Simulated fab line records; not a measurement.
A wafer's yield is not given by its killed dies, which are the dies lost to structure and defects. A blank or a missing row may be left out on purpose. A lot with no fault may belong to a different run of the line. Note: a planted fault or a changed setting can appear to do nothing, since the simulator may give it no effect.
A struck lot beside a sound one    flow sky130    43 out of 708 route steps
Sound: the wafers L310.4, L310.5, L310.6. Wafers L320.3, L320.5, L320.6 were the ones struck. The cause is named last.
Per side, at each step with rows, come the tool, then ch with its chambers, and then its first start. Under that, the readings that differ: sound wafers    struck wafers    difference of the means    sigmas: that difference in standard deviations of wafers without a fault.
alike: readings whose means differ by less than 2 such deviations, and words and numbers that are the same on both sides. not compared: withheld readings, readings that some wafer has no value for, bounds like >300 that may hide the same value, and numbers for which the record gives no deviation and whose values overlap.
Wherever a step has rows on one side only, a row that says differs or no value, or a row with sigmas, the two part there. Numbers that have no deviation but don't overlap get no sigmas and don't part them. Lack of a reading on every wafer of one side parts them only where that side has two or more wafers.

first, 8 steps without rows for these wafers: SKY_LOCAL_INTERCONNECT_DEHYDRATE_03 (time 60 s); SKY_LOCAL_INTERCONNECT_HMDS_04 (prime time 60 s); SKY_LOCAL_INTERCONNECT_COAT_05 (resist thk 60 nm); SKY_LOCAL_INTERCONNECT_COAT_06 (resist thk 450 nm); SKY_LOCAL_INTERCONNECT_SOFTBAKE_07 (time 90 s); SKY_LOCAL_INTERCONNECT_EXPOSE_08 (exposes mask LI1M, target cd 170 nm); SKY_LOCAL_INTERCONNECT_PEB_09; SKY_LOCAL_INTERCONNECT_DEVELOP_10 (develop time 60 s).
SKY_LOCAL_INTERCONNECT_CD_MEAS_11 targets a cd of 170 nm.
  sound: cd sem-01 at day 30 16:48; struck: cd sem-01 at day 34 08:07
  alike: cd nm
SKY_LOCAL_INTERCONNECT_OVL_MEAS_12:
  sound: overlay-01 at day 30 16:53; struck: overlay-02 at day 34 08:12
  alike: LOCAL_INTERCONNECT_OVL
then, 1 step without rows for these wafers: SKY_LOCAL_INTERCONNECT_ETCH_13 (etches BARC in N2/H2, stops on SiO2, time 45.9 s, target depth 60 nm).
SKY_LOCAL_INTERCONNECT_METAL_ETCH_14: etches TiN in Cl2/BCl3, stops on PSG, target depth 110 nm, time 31.4 s.
  sound on rie metal-04 ch 1, day 30 17:04; struck on rie metal-02 ch 0,1, day 34 08:19
  alike: drypump motor current A, oes product au, rf fwd power W, throttle valve pct
  not compared: rf hours counter h
SKY_LOCAL_INTERCONNECT_STRIP_15: strips in O2/N2.
  sound on plasma asher-04 ch 0,1, day 30 17:10; struck on plasma asher-04 ch 0,1, day 34 08:22
  alike: drypump motor current A, oes product au, strip time to endpoint s
  not compared: rf hours counter h
then, 4 steps without rows for these wafers: SKY_LOCAL_INTERCONNECT_STRIP_16 (strips in post etch residue remover, time 1200 s); SKY_LOCAL_INTERCONNECT_CLEAN_17 (cleans in IPA, time 180 s); SKY_LOCAL_INTERCONNECT_CLEAN_18 (cleans in O3/DIW); SKY_CONTACT_CVD_00 (deposits Si3N4, target thk 75 nm).
SKY_CONTACT_THK_MEAS_01:
  sound: film metro-01 at day 30 18:11; struck: film metro-01 at day 34 09:04
  alike: CONTACT_CVD_00_THK
then, 1 step without rows for these wafers: SKY_CONTACT_HDPCVD_02 (deposits SiO2, target thk 565 nm, time 94.2 s).
SKY_CONTACT_THK_MEAS_03:
  sound: film metro-04 at day 30 18:19; struck: film metro-04 at day 34 09:12
  alike: CONTACT_HDPCVD_THK
SKY_CONTACT_CMP_04: polishes SiO2.
  sound on cmp-01 ch 0,1,2, day 30 18:26; struck on cmp-01 ch 0,1,3, day 34 09:20
  alike: head pressure psi, motor current A, slurry filter dp kPa, time to endpoint s
SKY_CONTACT_BOW_MEAS_05:
  sound: film metro-01 at day 30 18:42; struck: film metro-03 at day 34 09:35
  alike: CONTACT_BOW
then, 8 steps without rows for these wafers: SKY_CONTACT_DEHYDRATE_06 (time 60 s); SKY_CONTACT_HMDS_07 (prime time 60 s); SKY_CONTACT_COAT_08 (resist thk 60 nm); SKY_CONTACT_COAT_09 (resist thk 450 nm); SKY_CONTACT_SOFTBAKE_10 (time 90 s); SKY_CONTACT_EXPOSE_11 (exposes mask CTM1, target cd 170 nm); SKY_CONTACT_PEB_12; SKY_CONTACT_DEVELOP_13 (develop time 60 s).
SKY_CONTACT_CD_MEAS_14 targets a cd of 170 nm.
  sound: cd sem-02 at day 31 21:34; struck: cd sem-01 at day 35 11:11
  alike: cd nm
SKY_CONTACT_OVL_MEAS_15:
  sound: overlay-02 at day 31 21:38; struck: overlay-02 at day 35 11:17
  alike: CONTACT_OVL
SKY_CONTACT_ETCH_16: etches BARC in N2/H2, stops on SiO2, time 45.9 s, target depth 60 nm.
  sound on rie diel-01 ch 0,2,3, day 31 21:39; struck on rie diel-02 ch 2,3, day 35 11:18
  alike: drypump motor current A, oes product au, rf fwd power W, throttle valve pct
  not compared: rf hours counter h
then, 2 steps without rows for these wafers: SKY_CONTACT_ETCH_17 (etches SiO2 in C4F8/O2/Ar, stops on Si3N4, target depth 340 nm); SKY_CONTACT_ETCH_18 (etches Si3N4 in CHF3/O2, stops on TiN, time 39 s, target depth 75 nm).
SKY_CONTACT_STRIP_19: strips in O2/N2.
  sound on plasma asher-02 ch 0,1, day 31 21:49; struck on plasma asher-01 ch 0,1, day 35 11:28
  alike: drypump motor current A, oes product au, strip time to endpoint s
  not compared: rf hours counter h
then, 4 steps without rows for these wafers: SKY_CONTACT_STRIP_20 (strips in post etch residue remover, time 1200 s); SKY_CONTACT_CLEAN_21 (cleans in IPA, time 180 s); SKY_CONTACT_CLEAN_22 (cleans in O3/DIW); SKY_CONTACT_SPUTTER_23 (material TiN, target thk 20 nm, time 80 s).
SKY_CONTACT_CVD_24: deposits W, target thk 340 nm, time 102.12 s.
  sound on cvd w-01 ch 0,1, day 31 22:31; struck on cvd w-01 ch 0,1, day 35 12:17
  alike: heater power outer w, heater power w
SKY_CONTACT_RS_MEAS_25: measurement is done with a four-point probe.
  sound: film metro-04 at day 31 22:39; struck: film metro-03 at day 35 12:23
  alike: CONTACT_W_RS
-- the record jumps here: 13 days lie between the struck wafers' starts before and after (it left off in module CONTACT and takes up again in module PAD_OPEN, whose first step shown is number 708 of the route) --
SKY_PAD_OPEN_PROBE_99:
  record: rows for the struck wafers here (prober-01, day 48 15:48), none for the sound ones

## WHERE THEY PART
SKY_PAD_OPEN_PROBE_99 only, going by this record.

WHY: what the simulator had put in
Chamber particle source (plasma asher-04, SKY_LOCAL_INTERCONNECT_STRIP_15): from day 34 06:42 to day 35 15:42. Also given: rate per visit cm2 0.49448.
